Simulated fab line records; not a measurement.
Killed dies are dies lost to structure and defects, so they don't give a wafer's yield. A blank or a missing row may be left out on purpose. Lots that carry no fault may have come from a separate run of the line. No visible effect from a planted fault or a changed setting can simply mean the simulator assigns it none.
fab line records :: flow sky130
record:
  lots: 7
  wafers: 21
  last_day: 50
route steps=708 shown VT_ADJUST_LVTN@113 VT_ADJUST_NCORE@119
lots that met no fault: from a run of the same line without faults
start_h: start of the lot's first displayed wafer, in hours after the record's first day :: wait_h: how many hours have passed since the lot's step before this one :: " same as the row above :: L1.1+2: one row covering several wafers at once :: - no value, or no start given :: * or withheld: withheld :: < > ~ a bound
route shown NAME@n: names a module that has steps shown in the file, with the first one's number in the route :: usual: mean/standard deviation of fault-free wafers :: same: alike in all rows :: chamber/n: place in a boat :: sites: readings site by site :: _std_site: how widely they spread, as a standard deviation :: _edge_site: inner sites' mean taken away from outer sites' mean :: radius_mm: for every site, how far away it sits from the centre of the wafer :: mask NAME#n: copy n :: behind: the last tool/chamber to shape the wafer :: hold: cause of the lot's hold/its duration in hours/its outcome :: device: the n, p or np transistor that did not switch :: end of line: the tests these same wafers got at the end of their route :: step lacking rows: just its recipe :: killed: the dies lost at the first sort to structure and to defects; this is not the yield of the wafer :: map: dies across one wafer; x = killed, . = not, _ = none there
set.NAME: setting as actually run; set.NAME@STEP: the setting as run at that earlier step :: model.NAME: the simulator's own value behind a step, which no gauge read
certain route steps with their lots: each step a table, each wafer a row
services: a tool's chamber out of use, with start hour (start_h, from the record's first day; less than 0 if before it), hours out, and reason
== steps ==
step: SKY_VT_ADJUST_LVTN_PEB_16
recipe:
  temp_c: withheld
  time_s: *
  resist: NOVOLAK
step: SKY_VT_ADJUST_LVTN_DEVELOP_17
recipe:
  resist: NOVOLAK
  developer: TMAH
  develop_time_s: 60
  dev_temp_c: 23
step: SKY_VT_ADJUST_LVTN_OVL_MEAS_18
usual:
  VT_ADJUST_LVTN_01_OVL: -0.9/1.2
lot.wafer: L498.3
tool: overlay-02
chamber: -
start_h: 176.61
wait_h: 0.1
VT_ADJUST_LVTN_01_OVL[nm]: -2.4

lot.wafer: L498.4
tool: overlay-02
chamber: -
start_h: 176.61
wait_h: 0.1
VT_ADJUST_LVTN_01_OVL[nm]: -2.3

lot.wafer: L498.6
tool: overlay-02
chamber: -
start_h: 176.61
wait_h: 0.1
VT_ADJUST_LVTN_01_OVL[nm]: -3.1

lot.wafer: L504.1
tool: overlay-02
chamber: -
start_h: 222.11
wait_h: 0.1
VT_ADJUST_LVTN_01_OVL[nm]: -3.8

lot.wafer: L504.3
tool: overlay-02
chamber: -
start_h: 222.11
wait_h: 0.1
VT_ADJUST_LVTN_01_OVL[nm]: -2.1

lot.wafer: L504.5
tool: overlay-02
chamber: -
start_h: 222.11
wait_h: 0.1
VT_ADJUST_LVTN_01_OVL[nm]: -1.6

lot.wafer: L507.2
tool: overlay-02
chamber: -
start_h: 246.71
wait_h: 0.1
VT_ADJUST_LVTN_01_OVL[nm]: -0.6

lot.wafer: L507.4
tool: overlay-02
chamber: -
start_h: 246.71
wait_h: 0.1
VT_ADJUST_LVTN_01_OVL[nm]: -1.2

lot.wafer: L507.6
tool: overlay-02
chamber: -
start_h: 246.71
wait_h: 0.1
VT_ADJUST_LVTN_01_OVL[nm]: 1.8

lot.wafer: L508.3
tool: overlay-02
chamber: -
start_h: 254.87
wait_h: 0.1
VT_ADJUST_LVTN_01_OVL[nm]: -0.7

lot.wafer: L508.5
tool: overlay-02
chamber: -
start_h: 254.87
wait_h: 0.1
VT_ADJUST_LVTN_01_OVL[nm]: 0.4

lot.wafer: L508.6
tool: overlay-02
chamber: -
start_h: 254.87
wait_h: 0.1
VT_ADJUST_LVTN_01_OVL[nm]: -1.0

lot.wafer: L509.1
tool: overlay-01
chamber: -
start_h: 254.95
wait_h: 0.1
VT_ADJUST_LVTN_01_OVL[nm]: -1.0

lot.wafer: L509.4
tool: overlay-01
chamber: -
start_h: 254.95
wait_h: 0.1
VT_ADJUST_LVTN_01_OVL[nm]: -2.2

lot.wafer: L509.6
tool: overlay-01
chamber: -
start_h: 254.95
wait_h: 0.1
VT_ADJUST_LVTN_01_OVL[nm]: -0.8

lot.wafer: L510.2
tool: overlay-01
chamber: -
start_h: 261.66
wait_h: 0.1
VT_ADJUST_LVTN_01_OVL[nm]: -1.8

lot.wafer: L510.4
tool: overlay-01
chamber: -
start_h: 261.66
wait_h: 0.1
VT_ADJUST_LVTN_01_OVL[nm]: -1.4

lot.wafer: L510.5
tool: overlay-01
chamber: -
start_h: 261.66
wait_h: 0.1
VT_ADJUST_LVTN_01_OVL[nm]: -1.4

lot.wafer: L514.2
tool: overlay-01
chamber: -
start_h: 302.66
wait_h: 0.1
VT_ADJUST_LVTN_01_OVL[nm]: 2.1

lot.wafer: L514.3
tool: overlay-01
chamber: -
start_h: 302.66
wait_h: 0.1
VT_ADJUST_LVTN_01_OVL[nm]: 1.6

lot.wafer: L514.6
tool: overlay-01
chamber: -
start_h: 302.66
wait_h: 0.1
VT_ADJUST_LVTN_01_OVL[nm]: 0.9
step: SKY_VT_ADJUST_LVTN_IMPLANT_19
recipe:
  species: B
  energy_kev: 30
  dose_cm2: 6.5e+11
  tilt_deg: withheld
step: SKY_VT_ADJUST_LVTN_STRIP_20
recipe:
  chemistry: O2/N2
  power_w: 1400
  pressure_mtorr: 1500
  platen_temp_c: withheld
  o2_flow_sccm: 3000
  n2_flow_sccm: 300
  overash_fraction: 0.5
usual:
  drypump_motor_current_A: 5.9/0.63
  o2_flow_sccm: 3001/8.8
  oes_product_au: 0.715/0.0043
  strip_time_to_endpoint_s: 14.17/0.041
lot.wafer: L498.3
tool: plasma_asher-01
chamber: 0
start_h: 176.82
wait_h: 0.1
drypump_motor_current_A: 5.7
o2_flow_sccm: 3008
oes_product_au: 0.714
rf_hours_counter_h: -
strip_time_to_endpoint_s: 14.04

lot.wafer: L498.4
tool: plasma_asher-01
chamber: 1
start_h: 176.82
wait_h: 0.1
drypump_motor_current_A: 4.8
o2_flow_sccm: 3003
oes_product_au: 0.714
rf_hours_counter_h: -
strip_time_to_endpoint_s: 14.13

lot.wafer: L498.6
tool: plasma_asher-01
chamber: 1
start_h: 176.82
wait_h: 0.1
drypump_motor_current_A: 4.8
o2_flow_sccm: 3002
oes_product_au: 0.717
rf_hours_counter_h: -
strip_time_to_endpoint_s: 14.12

lot.wafer: L504.1
tool: plasma_asher-04
chamber: 1
start_h: 222.30
wait_h: 0.1
drypump_motor_current_A: 5.8
o2_flow_sccm: 3000
oes_product_au: 0.715
rf_hours_counter_h: 56
strip_time_to_endpoint_s: 14.20

lot.wafer: L504.3
tool: plasma_asher-04
chamber: 1
start_h: 222.30
wait_h: 0.1
drypump_motor_current_A: 5.8
o2_flow_sccm: 2990
oes_product_au: 0.713
rf_hours_counter_h: -
strip_time_to_endpoint_s: 14.22

lot.wafer: L504.5
tool: plasma_asher-04
chamber: 1
start_h: 222.30
wait_h: 0.1
drypump_motor_current_A: 5.8
o2_flow_sccm: 2989
oes_product_au: 0.724
rf_hours_counter_h: -
strip_time_to_endpoint_s: 14.21

lot.wafer: L507.2
tool: plasma_asher-04
chamber: 1
start_h: 246.89
wait_h: 0.1
drypump_motor_current_A: 5.8
o2_flow_sccm: 2975
oes_product_au: 0.705
rf_hours_counter_h: 58
strip_time_to_endpoint_s: 14.19

lot.wafer: L507.4
tool: plasma_asher-04
chamber: 0
start_h: 246.89
wait_h: 0.1
drypump_motor_current_A: 6.8
o2_flow_sccm: 3002
oes_product_au: 0.720
rf_hours_counter_h: -
strip_time_to_endpoint_s: 14.17

lot.wafer: L507.6
tool: plasma_asher-04
chamber: 1
start_h: 246.89
wait_h: 0.1
drypump_motor_current_A: 5.8
o2_flow_sccm: 2983
oes_product_au: 0.718
rf_hours_counter_h: -
strip_time_to_endpoint_s: 14.17

lot.wafer: L508.3
tool: plasma_asher-01
chamber: 1
start_h: 255.08
wait_h: 0.1
drypump_motor_current_A: 4.8
o2_flow_sccm: 3009
oes_product_au: 0.722
rf_hours_counter_h: -
strip_time_to_endpoint_s: 14.22

lot.wafer: L508.5
tool: plasma_asher-01
chamber: 0
start_h: 255.08
wait_h: 0.1
drypump_motor_current_A: 5.7
o2_flow_sccm: 2987
oes_product_au: 0.716
rf_hours_counter_h: -
strip_time_to_endpoint_s: 14.18

lot.wafer: L508.6
tool: plasma_asher-01
chamber: 1
start_h: 255.08
wait_h: 0.1
drypump_motor_current_A: 4.8
o2_flow_sccm: 3001
oes_product_au: 0.714
rf_hours_counter_h: -
strip_time_to_endpoint_s: 14.22

lot.wafer: L509.1
tool: plasma_asher-03
chamber: 0
start_h: 255.14
wait_h: 0.1
drypump_motor_current_A: 6.1
o2_flow_sccm: 2979
oes_product_au: 0.713
rf_hours_counter_h: 58
strip_time_to_endpoint_s: 14.19

lot.wafer: L509.4
tool: plasma_asher-03
chamber: 0
start_h: 255.14
wait_h: 0.1
drypump_motor_current_A: 6.1
o2_flow_sccm: 2984
oes_product_au: 0.728
rf_hours_counter_h: -
strip_time_to_endpoint_s: 14.19

lot.wafer: L509.6
tool: plasma_asher-03
chamber: 0
start_h: 255.14
wait_h: 0.1
drypump_motor_current_A: 6.1
o2_flow_sccm: 2987
oes_product_au: 0.721
rf_hours_counter_h: -
strip_time_to_endpoint_s: 14.23

lot.wafer: L510.2
tool: plasma_asher-03
chamber: 0
start_h: 261.84
wait_h: 0.1
drypump_motor_current_A: 6.1
o2_flow_sccm: 2999
oes_product_au: 0.717
rf_hours_counter_h: 58
strip_time_to_endpoint_s: 14.16

lot.wafer: L510.4
tool: plasma_asher-03
chamber: 0
start_h: 261.84
wait_h: 0.1
drypump_motor_current_A: 6.1
o2_flow_sccm: 2999
oes_product_au: 0.714
rf_hours_counter_h: -
strip_time_to_endpoint_s: 14.09

lot.wafer: L510.5
tool: plasma_asher-03
chamber: 1
start_h: 261.84
wait_h: 0.1
drypump_motor_current_A: 6.0
o2_flow_sccm: 3011
oes_product_au: 0.718
rf_hours_counter_h: -
strip_time_to_endpoint_s: 14.16

lot.wafer: L514.2
tool: plasma_asher-04
chamber: 0
start_h: 302.84
wait_h: 0.1
drypump_motor_current_A: 6.8
o2_flow_sccm: 3008
oes_product_au: 0.720
rf_hours_counter_h: 64
strip_time_to_endpoint_s: 14.18

lot.wafer: L514.3
tool: plasma_asher-04
chamber: 1
start_h: 302.84
wait_h: 0.1
drypump_motor_current_A: 5.8
o2_flow_sccm: 3005
oes_product_au: 0.722
rf_hours_counter_h: -
strip_time_to_endpoint_s: 14.19

lot.wafer: L514.6
tool: plasma_asher-04
chamber: 1
start_h: 302.84
wait_h: 0.1
drypump_motor_current_A: 5.8
o2_flow_sccm: 3010
oes_product_au: 0.716
rf_hours_counter_h: -
strip_time_to_endpoint_s: 14.16
step: SKY_VT_ADJUST_LVTN_TW_MEAS_21
usual:
  VT_ADJUST_LVTN_2_TW: 188.5/0.83
lot.wafer: L498.3
tool: film_metro-01
chamber: -
start_h: 176.91
wait_h: 0.1
VT_ADJUST_LVTN_2_TW: 189.7

lot.wafer: L498.4
tool: film_metro-01
chamber: -
start_h: 176.91
wait_h: 0.1
VT_ADJUST_LVTN_2_TW: 189.1

lot.wafer: L498.6
tool: film_metro-01
chamber: -
start_h: 176.91
wait_h: 0.1
VT_ADJUST_LVTN_2_TW: 188.8

lot.wafer: L504.1
tool: film_metro-02
chamber: -
start_h: 222.40
wait_h: 0.1
VT_ADJUST_LVTN_2_TW: 189.0

lot.wafer: L504.3
tool: film_metro-02
chamber: -
start_h: 222.40
wait_h: 0.1
VT_ADJUST_LVTN_2_TW: 188.5

lot.wafer: L504.5
tool: film_metro-02
chamber: -
start_h: 222.40
wait_h: 0.1
VT_ADJUST_LVTN_2_TW: 188.8

lot.wafer: L507.2
tool: film_metro-02
chamber: -
start_h: 247.00
wait_h: 0.1
VT_ADJUST_LVTN_2_TW: 188.5

lot.wafer: L507.4
tool: film_metro-02
chamber: -
start_h: 247.00
wait_h: 0.1
VT_ADJUST_LVTN_2_TW: 189.6

lot.wafer: L507.6
tool: film_metro-02
chamber: -
start_h: 247.00
wait_h: 0.1
VT_ADJUST_LVTN_2_TW: 189.1

lot.wafer: L508.3
tool: film_metro-01
chamber: -
start_h: 255.17
wait_h: 0.1
VT_ADJUST_LVTN_2_TW: 188.6

lot.wafer: L508.5
tool: film_metro-01
chamber: -
start_h: 255.17
wait_h: 0.1
VT_ADJUST_LVTN_2_TW: 187.3

lot.wafer: L508.6
tool: film_metro-01
chamber: -
start_h: 255.17
wait_h: 0.1
VT_ADJUST_LVTN_2_TW: 189.2

lot.wafer: L509.1
tool: film_metro-03
chamber: -
start_h: 255.24
wait_h: 0.1
VT_ADJUST_LVTN_2_TW: 188.8

lot.wafer: L509.4
tool: film_metro-03
chamber: -
start_h: 255.24
wait_h: 0.1
VT_ADJUST_LVTN_2_TW: 188.3

lot.wafer: L509.6
tool: film_metro-03
chamber: -
start_h: 255.24
wait_h: 0.1
VT_ADJUST_LVTN_2_TW: 189.8

lot.wafer: L510.2
tool: film_metro-03
chamber: -
start_h: 261.95
wait_h: 0.1
VT_ADJUST_LVTN_2_TW: 188.2

lot.wafer: L510.4
tool: film_metro-03
chamber: -
start_h: 261.95
wait_h: 0.1
VT_ADJUST_LVTN_2_TW: 188.5

lot.wafer: L510.5
tool: film_metro-03
chamber: -
start_h: 261.95
wait_h: 0.1
VT_ADJUST_LVTN_2_TW: 188.8

lot.wafer: L514.2
tool: film_metro-03
chamber: -
start_h: 302.95
wait_h: 0.1
VT_ADJUST_LVTN_2_TW: 187.6

lot.wafer: L514.3
tool: film_metro-03
chamber: -
start_h: 302.95
wait_h: 0.1
VT_ADJUST_LVTN_2_TW: 187.2

lot.wafer: L514.6
tool: film_metro-03
chamber: -
start_h: 302.95
wait_h: 0.1
VT_ADJUST_LVTN_2_TW: 187.4
step: SKY_VT_ADJUST_NCORE_DEHYDRATE_00
recipe:
  temp_c: 200
  time_s: 60
step: SKY_VT_ADJUST_NCORE_HMDS_01
recipe:
  prime_time_s: 60
  prime_temp_c: 120
step: SKY_VT_ADJUST_NCORE_COAT_02
recipe:
  resist: NOVOLAK
  spin_rpm: 3000
  resist_thk_nm: 1140
step: SKY_VT_ADJUST_NCORE_SOFTBAKE_03
recipe:
  temp_c: 90
  time_s: 60
  resist: NOVOLAK
step: SKY_VT_ADJUST_NCORE_EXPOSE_04
recipe:
  mask_id: LVTN_COMPLEMENT_THIN
  na: 0.6
  source_shape: conventional
  sigma_outer: 0.6
  polarization: unpolarized
  target_cd_nm: 380
  dose_mj: 139
step: SKY_VT_ADJUST_NCORE_PEB_05
recipe:
  temp_c: withheld
  time_s: *
  resist: NOVOLAK
step: SKY_VT_ADJUST_NCORE_DEVELOP_06
recipe:
  resist: NOVOLAK
  developer: TMAH
  develop_time_s: 60
  dev_temp_c: 23
usual:
  chill_plate_temp_C: 22.98/0.12
  develop_time_s: 60/0
lot.wafer: L498.3
tool: litho_track-02
chamber: 0
start_h: 198.15
wait_h: 0.1
chill_plate_temp_C: 22.91
develop_time_s: 60

lot.wafer: L498.4
tool: litho_track-02
chamber: 0
start_h: 198.15
wait_h: 0.1
chill_plate_temp_C: 22.87
develop_time_s: 60

lot.wafer: L498.6
tool: litho_track-02
chamber: 0
start_h: 198.15
wait_h: 0.1
chill_plate_temp_C: 22.86
develop_time_s: 60

lot.wafer: L504.1
tool: litho_track-03
chamber: 0
start_h: 244.41
wait_h: 0.1
chill_plate_temp_C: 23.20
develop_time_s: 60

lot.wafer: L504.3
tool: litho_track-03
chamber: 0
start_h: 244.41
wait_h: 0.1
chill_plate_temp_C: 23.10
develop_time_s: 60

lot.wafer: L504.5
tool: litho_track-03
chamber: 0
start_h: 244.41
wait_h: 0.1
chill_plate_temp_C: 23.20
develop_time_s: 60

lot.wafer: L507.2
tool: litho_track-03
chamber: -
start_h: 270.59
wait_h: 0.1
chill_plate_temp_C: -
develop_time_s: -

lot.wafer: L507.4
tool: litho_track-03
chamber: -
start_h: 270.59
wait_h: 0.1
chill_plate_temp_C: -
develop_time_s: -

lot.wafer: L507.6
tool: litho_track-03
chamber: -
start_h: 270.59
wait_h: 0.1
chill_plate_temp_C: -
develop_time_s: -

lot.wafer: L508.3
tool: litho_track-04
chamber: -
start_h: 279.05
wait_h: 0.1
chill_plate_temp_C: -
develop_time_s: -

lot.wafer: L508.5
tool: litho_track-04
chamber: -
start_h: 279.05
wait_h: 0.1
chill_plate_temp_C: -
develop_time_s: -

lot.wafer: L508.6
tool: litho_track-04
chamber: -
start_h: 279.05
wait_h: 0.1
chill_plate_temp_C: -
develop_time_s: -

lot.wafer: L509.1
tool: litho_track-04
chamber: -
start_h: 279.30
wait_h: 0.1
chill_plate_temp_C: -
develop_time_s: -

lot.wafer: L509.4
tool: litho_track-04
chamber: -
start_h: 279.30
wait_h: 0.1
chill_plate_temp_C: -
develop_time_s: -

lot.wafer: L509.6
tool: litho_track-04
chamber: -
start_h: 279.30
wait_h: 0.1
chill_plate_temp_C: -
develop_time_s: -

lot.wafer: L510.2
tool: litho_track-04
chamber: 0
start_h: 286.42
wait_h: 0.1
chill_plate_temp_C: 22.92
develop_time_s: 60

lot.wafer: L510.4
tool: litho_track-04
chamber: 0
start_h: 286.42
wait_h: 0.1
chill_plate_temp_C: 22.84
develop_time_s: 60

lot.wafer: L510.5
tool: litho_track-04
chamber: 0
start_h: 286.42
wait_h: 0.1
chill_plate_temp_C: 23.02
develop_time_s: 60

lot.wafer: L514.2
tool: litho_track-04
chamber: 0
start_h: 329.42
wait_h: 0.1
chill_plate_temp_C: 23.13
develop_time_s: 60

lot.wafer: L514.3
tool: litho_track-04
chamber: 0
start_h: 329.42
wait_h: 0.1
chill_plate_temp_C: 23.10
develop_time_s: 60

lot.wafer: L514.6
tool: litho_track-04
chamber: 0
start_h: 329.42
wait_h: 0.1
chill_plate_temp_C: 23.03
develop_time_s: 60
step: SKY_VT_ADJUST_NCORE_CD_MEAS_07
recipe:
  target_cd_nm: 380
usual:
  cd_nm: 380.5/2.2
lot.wafer: L498.3
tool: cd_sem-02
chamber: -
start_h: 198.29
wait_h: 0.1
cd_nm: 381.1

lot.wafer: L498.4
tool: cd_sem-02
chamber: -
start_h: 198.29
wait_h: 0.1
cd_nm: 377.8

lot.wafer: L498.6
tool: cd_sem-02
chamber: -
start_h: 198.29
wait_h: 0.1
cd_nm: 379.3

lot.wafer: L504.1
tool: cd_sem-02
chamber: -
start_h: 244.56
wait_h: 0.1
cd_nm: 377.4

lot.wafer: L504.3
tool: cd_sem-02
chamber: -
start_h: 244.56
wait_h: 0.1
cd_nm: 378.1

lot.wafer: L504.5
tool: cd_sem-02
chamber: -
start_h: 244.56
wait_h: 0.1
cd_nm: 376.2

lot.wafer: L507.2
tool: cd_sem-02
chamber: -
start_h: 270.73
wait_h: 0.1
cd_nm: -

lot.wafer: L507.4
tool: cd_sem-02
chamber: -
start_h: 270.73
wait_h: 0.1
cd_nm: -

lot.wafer: L507.6
tool: cd_sem-02
chamber: -
start_h: 270.73
wait_h: 0.1
cd_nm: -

lot.wafer: L508.3
tool: cd_sem-01
chamber: -
start_h: 279.19
wait_h: 0.1
cd_nm: -

lot.wafer: L508.5
tool: cd_sem-01
chamber: -
start_h: 279.19
wait_h: 0.1
cd_nm: -

lot.wafer: L508.6
tool: cd_sem-01
chamber: -
start_h: 279.19
wait_h: 0.1
cd_nm: -

lot.wafer: L509.1
tool: cd_sem-01
chamber: -
start_h: 279.45
wait_h: 0.1
cd_nm: -

lot.wafer: L509.4
tool: cd_sem-01
chamber: -
start_h: 279.45
wait_h: 0.1
cd_nm: -

lot.wafer: L509.6
tool: cd_sem-01
chamber: -
start_h: 279.45
wait_h: 0.1
cd_nm: -

lot.wafer: L510.2
tool: cd_sem-01
chamber: -
start_h: 286.57
wait_h: 0.1
cd_nm: 378.9

lot.wafer: L510.4
tool: cd_sem-01
chamber: -
start_h: 286.57
wait_h: 0.1
cd_nm: 379.2

lot.wafer: L510.5
tool: cd_sem-01
chamber: -
start_h: 286.57
wait_h: 0.1
cd_nm: 380.9

lot.wafer: L514.2
tool: cd_sem-01
chamber: -
start_h: 329.57
wait_h: 0.1
cd_nm: 381.2

lot.wafer: L514.3
tool: cd_sem-01
chamber: -
start_h: 329.57
wait_h: 0.1
cd_nm: 380.3

lot.wafer: L514.6
tool: cd_sem-01
chamber: -
start_h: 329.57
wait_h: 0.1
cd_nm: 378.2
== services ==
tool: plasma_asher-04
chamber: -
start_h: 317.28
hours: 3.5
kind: repair
== key ==
first_sign:
  step: SKY_VT_ADJUST_NCORE_DEVELOP_06
  reading: tool_record
  direction: missing
effect none on later readings
met_at SKY_VT_ADJUST_NCORE_DEVELOP_06
struck_wafers L507.2,L507.4,L507.6,L508.3,L508.5,L508.6,L509.1,L509.4,L509.6
sort_left_out L507.2,L507.4,L507.6,L508.3,L508.5,L508.6,L509.1,L509.4,L509.6
tester_left_out L507,L508,L509
onset_between 244.41 270.59
fault:
  kind: skipped_step_whole
  tool: litho_track-03,litho_track-04
  chamber: -
  onset_h: 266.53
  steps: SKY_VT_ADJUST_NCORE_DEVELOP_06
  scope: struck_lots_only
tester_left_out: of these lots the tester's yield and bins aren't shown, on N5 and GAA mostly nor the transistor test; their killed dies are dies lost to structure and defects alone, not to doping, threshold or leakage, so they don't give the yield
sort_left_out: the simulated sort isn't trusted on such a fault, so these wafers' sort isn't shown, and their yield isn't known
